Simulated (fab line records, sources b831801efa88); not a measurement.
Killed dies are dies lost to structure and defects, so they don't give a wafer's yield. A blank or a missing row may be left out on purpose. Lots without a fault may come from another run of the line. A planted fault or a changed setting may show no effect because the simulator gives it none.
Which tool did it? | flow gf180mcu | 14 lots, 42 wafers sampled, at 4 steps of a route of 602

WHAT THE GAUGES READ, wafer by wafer
GF_PASSIVATION_BOW_MEAS_14. Usual: PASSIVATION_BOW 136 um, standard deviation 11.
lot  | measured     | on            | PASSIVATION_BOW (um) | flag
L375 | day 29 03:34 | film_metro-02 | 131 137 136          |
L379 | day 30 04:42 | film_metro-02 | 138 136 134          |
L380 | day 30 16:33 | film_metro-02 | 165 161 150          |
L381 | day 30 22:34 | film_metro-04 | 125 118 127          |
L382 | day 31 03:50 | film_metro-04 | 136 137 134          |
L383 | day 31 12:20 | film_metro-04 | 150 140 149          |
L385 | day 31 23:09 | film_metro-04 | 143 129 136          |
L386 | day 32 02:11 | film_metro-04 | 127 127 126          |
L391 | day 33 13:29 | film_metro-02 | 131 139 132          |
L394 | day 34 03:06 | film_metro-04 | 128 130 137          |
L395 | day 34 08:18 | film_metro-04 | 133 131 149          |
L396 | day 34 12:08 | film_metro-04 | 147 146 133          |
L397 | day 34 15:37 | film_metro-01 | 132 131 137          |
L398 | day 34 20:33 | film_metro-01 | 117 115 125          |

WHICH TOOL RAN EACH LOT (tool, then ch and the chambers of the sampled wafers, then the start)
lot  | GF_MIM_SPUTTER_07            | GF_M5_METAL_ETCH_10               | GF_PASSIVATION_DEVELOP_10
L375 | pvd_sputter-04, day 24 12:17 | rie_metal-01 ch 1, day 26 08:15   | litho_track-04 ch 0, day 29 00:00
L379 | pvd_sputter-03, day 25 19:35 | rie_metal-02 ch 0, day 27 13:49   | litho_track-01 ch 0, day 30 02:00
L380 | pvd_sputter-04, day 26 06:47 | rie_metal-01 ch 0,1, day 28 00:25 | litho_track-02 ch 0, day 30 13:00
L381 | pvd_sputter-03, day 26 15:08 | rie_metal-04 ch 0,1, day 28 07:37 | litho_track-02 ch 0, day 30 20:00
L382 | pvd_sputter-03, day 26 19:18 | rie_metal-04 ch 0,1, day 28 12:54 | litho_track-04 ch 0, day 31 01:00
L383 | pvd_sputter-04, day 27 06:36 | rie_metal-02 ch 0,1, day 28 22:17 | litho_track-01 ch 0, day 31 10:00
L385 | pvd_sputter-03, day 27 20:55 | rie_metal-02 ch 0,1, day 29 11:53 | litho_track-04, day 31 21:00
L386 | pvd_sputter-01, day 27 23:32 | rie_metal-04 ch 0, day 29 15:08   | litho_track-01, day 32 00:00
L391 | pvd_sputter-04, day 29 17:20 | rie_metal-01 ch 1, day 31 05:53   | litho_track-01 ch 0, day 33 11:00
L394 | pvd_sputter-03, day 30 08:17 | rie_metal-02 ch 1, day 31 20:49   | litho_track-01 ch 0, day 34 01:00
L395 | pvd_sputter-01, day 30 15:27 | rie_metal-04 ch 0,1, day 32 03:16 | litho_track-04 ch 0, day 34 06:00
L396 | pvd_sputter-03, day 30 21:17 | rie_metal-02 ch 0,1, day 32 07:23 | litho_track-01 ch 0, day 34 10:00
L397 | pvd_sputter-01, day 31 00:30 | rie_metal-01 ch 0,1, day 32 10:50 | litho_track-04 ch 0, day 34 13:00
L398 | pvd_sputter-01, day 31 06:47 | rie_metal-01 ch 0,1, day 32 16:55 | litho_track-01 ch 0, day 34 18:00
- GF_MIM_SPUTTER_07: material TiN, target thk 60 nm, time 50 s.
- GF_M5_METAL_ETCH_10: etches the open film in Cl2/BCl3, stops on SiO2, target depth 750.8 nm, time 125.1 s.
- GF_PASSIVATION_DEVELOP_10: develop time 60 s.

WHAT THE TOOLS THEMSELVES READ (means of the sampled wafers that have a number; where no wafer has one, the mark that the record gives instead)
GF_MIM_SPUTTER_07. Usual: throttle_valve_pct 30.4 %, standard deviation 0.95.
lot  | tool           | throttle_valve_pct (%) | flag
L375 | pvd_sputter-04 | 31.2                   |
L379 | pvd_sputter-03 | 30.1                   |
L380 | pvd_sputter-04 | 30.6                   |
L381 | pvd_sputter-03 | 29.4                   |
L382 | pvd_sputter-03 | 30.0                   |
L383 | pvd_sputter-04 | 30.8                   |
L385 | pvd_sputter-03 | 30.1                   |
L386 | pvd_sputter-01 | 29.7                   |
L391 | pvd_sputter-04 | 31.1                   |
L394 | pvd_sputter-03 | 30.8                   |
L395 | pvd_sputter-01 | 30.3                   |
L396 | pvd_sputter-03 | 29.3                   |
L397 | pvd_sputter-01 | 30.0                   |
L398 | pvd_sputter-01 | 30.0                   |

GF_M5_METAL_ETCH_10. Usual: drypump_motor_current_A 5.6 A, standard deviation 0.39; oes_product_au 0.991 a.u., standard deviation 0.0051; throttle_valve_pct 28.229 %, standard deviation 0.01.
lot  | tool         | drypump_motor_current_A (A) | oes_product_au (a.u.) | throttle_valve_pct (%) | flag
L375 | rie_metal-01 | 5.0                         | 0.994                 | 28.231                 |
L379 | rie_metal-02 | 5.6                         | 0.989                 | 28.230                 |
L380 | rie_metal-01 | 5.2                         | 0.994                 | 28.221                 |
L381 | rie_metal-04 | 6.0                         | 0.993                 | 28.228                 |
L382 | rie_metal-04 | 6.0                         | 0.987                 | 28.236                 |
L383 | rie_metal-02 | 5.7                         | 0.991                 | 28.219                 |
L385 | rie_metal-02 | 5.6                         | 0.992                 | 28.233                 |
L386 | rie_metal-04 | 5.8                         | 0.997                 | 28.233                 |
L391 | rie_metal-01 | 5.0                         | 0.991                 | 28.239                 |
L394 | rie_metal-02 | 5.8                         | 0.991                 | 28.223                 |
L395 | rie_metal-04 | 6.0                         | 0.995                 | 28.224                 |
L396 | rie_metal-02 | 5.7                         | 0.991                 | 28.228                 |
L397 | rie_metal-01 | 5.3                         | 0.990                 | 28.232                 |
L398 | rie_metal-01 | 5.3                         | 0.988                 | 28.238                 |

GF_PASSIVATION_DEVELOP_10. Usual: chill_plate_temp_C 23.02 C, standard deviation 0.099.
lot  | tool           | chill_plate_temp_C (C) | flag
L375 | litho_track-04 | 23.12                  |
L379 | litho_track-01 | 22.90                  |
L380 | litho_track-02 | 23.00                  |
L381 | litho_track-02 | 23.09                  |
L382 | litho_track-04 | 23.08                  |
L383 | litho_track-01 | 22.89                  |
L385 | litho_track-04 | -                      | OFF
L386 | litho_track-01 | -                      | OFF
L391 | litho_track-01 | 23.08                  |
L394 | litho_track-01 | 23.01                  |
L395 | litho_track-04 | 23.04                  |
L396 | litho_track-01 | 23.10                  |
L397 | litho_track-04 | 22.97                  |
L398 | litho_track-01 | 23.02                  |

THE ANSWER, worked out from the rows above alone
Rule: a lot is off if the mean of its wafers that have a number lies more than 3 standard deviations from the usual mean. A lot without any number at a reading at which 4 lots or more have one is off too. The other lots that the step has rows for count as sound. The gauges are gone through in route order, then the tools' own readings, and for those a lot's mean is taken as printed above. The first step at which some lot is off is used, and at that step the reading that is off furthest; a lot without a number counts as furthest.
Off: L385, L386, at GF_PASSIVATION_DEVELOP_10 (chill_plate_temp_C). Without a number there: L385, L386.
A tool fits if, at that step or a process step before it, it ran every lot that is off, and no sound lot after the first of them. None of those tried fits.

WHAT THE SIMULATOR HAD PUT IN
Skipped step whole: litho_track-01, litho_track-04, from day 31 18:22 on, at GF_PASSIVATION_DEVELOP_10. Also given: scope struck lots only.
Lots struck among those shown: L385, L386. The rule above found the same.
